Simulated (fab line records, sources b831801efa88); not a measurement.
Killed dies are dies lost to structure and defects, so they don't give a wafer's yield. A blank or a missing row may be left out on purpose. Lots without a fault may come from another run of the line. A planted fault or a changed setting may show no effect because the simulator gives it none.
One fault seen from 2 desks | flow gf180mcu | each desk has only its own numbers; what lay behind them comes last

THE METROLOGY DESK
What the gauges read, lot by lot, whatever tool the lot ran on: means of the sampled wafers that have a number. A lot is out of limits, marked OUT, if its mean lies more than 4 standard deviations from the usual mean; the brackets give that distance.
Columns: A = DNWELL_TW at GF_DNWELL_TW_MEAS_09, usual 1346; B = NWELL_OVL at GF_NWELL_OVL_MEAS_07, usual -0.4 nm; C = NWELL_TW at GF_NWELL_TW_MEAS_11, usual 1575; D = LVPWELL_OVL at GF_LVPWELL_OVL_MEAS_07, usual 0.1 nm; E = LVPWELL_TW at GF_LVPWELL_TW_MEAS_11, usual 562; F = MVSD_OVL at GF_MVSD_OVL_MEAS_07, usual 0.5 nm; G = MVSD_TW at GF_MVSD_TW_MEAS_11, usual 1578
lot  | first seen here | A    | B    | C    | D    | E   | F   | G
L365 | day 3 04:41     | 1346 | -1.1 | 1560 | 0.6  | 564 | 0.2 | 1576
L366 | day 3 10:08     | 1340 | -1.3 | 1568 | 2.3  | 555 | 1.5 | 1599
L369 | day 4 02:04     | 1343 | 1.6  | 1565 | -0.8 | 557 | 1.3 | 1597
L380 | day 6 14:51     | 1339 | 0.2  | 1572 | -2.6 | 567 | 1.6 | 1597
L382 | day 6 22:34     | 1351 | -1.8 | 1590 | -1.8 | 561 | 2.4 | 1597
L383 | day 7 05:25     | 1345 | 1.3  | 1562 | 2.0  | 563 | 0.5 | 1570
This desk's finding: nothing out of limits on any of the 6 lots.

THE TOOL OWNER'S DESK: implanter-04
The tool's own readings at GF_NWELL_IMPLANT_08: means of the sampled wafers that have a number, for each lot that ran on this tool. A lot is out of limits, marked OUT, if its mean lies more than 4 standard deviations from the usual mean; the brackets give that distance.
Columns: A = faraday_current_uA at GF_NWELL_IMPLANT_08, usual 84.4
lot  | first seen here | A
L365 | day 3 17:08     | 84.0
L380 | day 7 06:10     | 84.0
L382 | day 7 13:41     | 85.0
This desk's finding: nothing out of limits on any of the 3 lots.

PUT TOGETHER
The metrology desk saw nothing out of limits.
The tool owner's desk saw nothing out of limits.

WHAT THE SIMULATOR HAD PUT IN
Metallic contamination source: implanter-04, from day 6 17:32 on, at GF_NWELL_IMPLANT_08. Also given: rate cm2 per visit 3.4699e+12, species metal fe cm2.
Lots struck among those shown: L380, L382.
